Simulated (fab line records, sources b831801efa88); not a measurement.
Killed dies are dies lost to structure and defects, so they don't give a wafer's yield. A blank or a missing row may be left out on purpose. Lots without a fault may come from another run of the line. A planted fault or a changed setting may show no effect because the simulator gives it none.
A struck lot beside a sound one | flow sky130 | 18 steps out of a route of 708
Sound: wafers L248.1, L248.2, L248.5. Struck: wafers L254.1, L254.2, L254.6. The cause comes at the end.
At each step with rows: each side's tool, then ch and its chambers, then its first start. Under that, the readings that differ: sound wafers | struck wafers | difference of the means | sigmas: that difference in standard deviations of wafers without a fault.
alike: readings whose means differ by less than 2 such deviations, and words and numbers that are the same on both sides. not compared: withheld readings, readings that some wafer has no value for, bounds like >300 that may hide the same value, and numbers for which the record gives no deviation and whose values overlap.
The two part at a step that has a row with sigmas, a row that says differs or no value, or rows on one side only. Numbers that don't overlap but have no deviation are shown without sigmas and don't part them. A reading that every wafer of one side lacks parts them only if that side has two wafers or more.

first, 3 steps without rows for these wafers: SKY_VT_ADJUST_HVTP_EXPOSE_04 (exposes mask HVTPM, target cd 380 nm); SKY_VT_ADJUST_HVTP_PEB_05; SKY_VT_ADJUST_HVTP_DEVELOP_06 (develop time 60 s).
SKY_VT_ADJUST_HVTP_CD_MEAS_07: target cd 380 nm.
  sound on cd_sem-01, day 8 03:55; struck on cd_sem-01, day 9 15:05
  alike: cd_nm
SKY_VT_ADJUST_HVTP_OVL_MEAS_08:
  sound on overlay-01, day 8 04:02; struck on overlay-02, day 9 15:13
  alike: VT_ADJUST_HVTP_OVL
then, 1 step without rows for these wafers: SKY_VT_ADJUST_HVTP_IMPLANT_09.
SKY_VT_ADJUST_HVTP_STRIP_10: strips in O2/N2.
  sound on plasma_asher-04 ch 0,1, day 8 04:14; struck on plasma_asher-03 ch 0,1, day 9 15:24
  alike: drypump_motor_current_A, oes_product_au, strip_time_to_endpoint_s
  not compared: rf_hours_counter_h
SKY_VT_ADJUST_HVTP_TW_MEAS_11:
  sound on film_metro-04, day 8 04:20; struck on film_metro-04, day 9 15:30
  alike: VT_ADJUST_HVTP_TW
then, 4 steps without rows for these wafers: SKY_VT_ADJUST_LVTN_DEHYDRATE_00 (time 60 s); SKY_VT_ADJUST_LVTN_HMDS_01 (prime time 60 s); SKY_VT_ADJUST_LVTN_COAT_02 (resist thk 3000 nm); SKY_VT_ADJUST_LVTN_SOFTBAKE_03.
SKY_VT_ADJUST_LVTN_EXPOSE_04: exposes mask NWM COMPLEMENT LESS NATIVE, target cd 840 nm.
  sound on iline_stepper-02 ch 0, day 8 14:09; struck on iline_stepper-02 ch 0, day 10 02:07
  reading                                | sound                | struck            | difference | sigmas
  model.VT_ADJUST_LVTN.overlay_x_nm (nm) | -0.252 -0.252 -0.252 | 167.4 167.4 167.4 | +167.7     |
  alike: mask, exposure_dose_mJ_cm2, focus_offset_nm
then, 2 steps without rows for these wafers: SKY_VT_ADJUST_LVTN_PEB_05; SKY_VT_ADJUST_LVTN_DEVELOP_06 (develop time 60 s).
SKY_VT_ADJUST_LVTN_OVL_MEAS_07:
  sound on overlay-02, day 9 00:25; struck on overlay-02, day 10 12:50
  reading                 | sound        | struck            | difference | sigmas
  VT_ADJUST_LVTN_OVL (nm) | -1.5 2.6 0.2 | 170.1 168.2 169.5 | +168.8     | +99 or more
then, 1 step without rows for these wafers: SKY_VT_ADJUST_LVTN_IMPLANT_08.
-- the record jumps here: 38 days lie between the struck wafers' starts before and after (it left off in module VT_ADJUST_LVTN and takes up again in module PAD_OPEN, whose first step shown is number 708 of the route) --
SKY_PAD_OPEN_PROBE_99:
  the record has rows for the struck wafers here (prober-02, day 48 23:34) and none for the sound ones

WHERE THEY PART
First at SKY_VT_ADJUST_LVTN_OVL_MEAS_07; last, within this record, at SKY_PAD_OPEN_PROBE_99.

WHY: what the simulator had put in
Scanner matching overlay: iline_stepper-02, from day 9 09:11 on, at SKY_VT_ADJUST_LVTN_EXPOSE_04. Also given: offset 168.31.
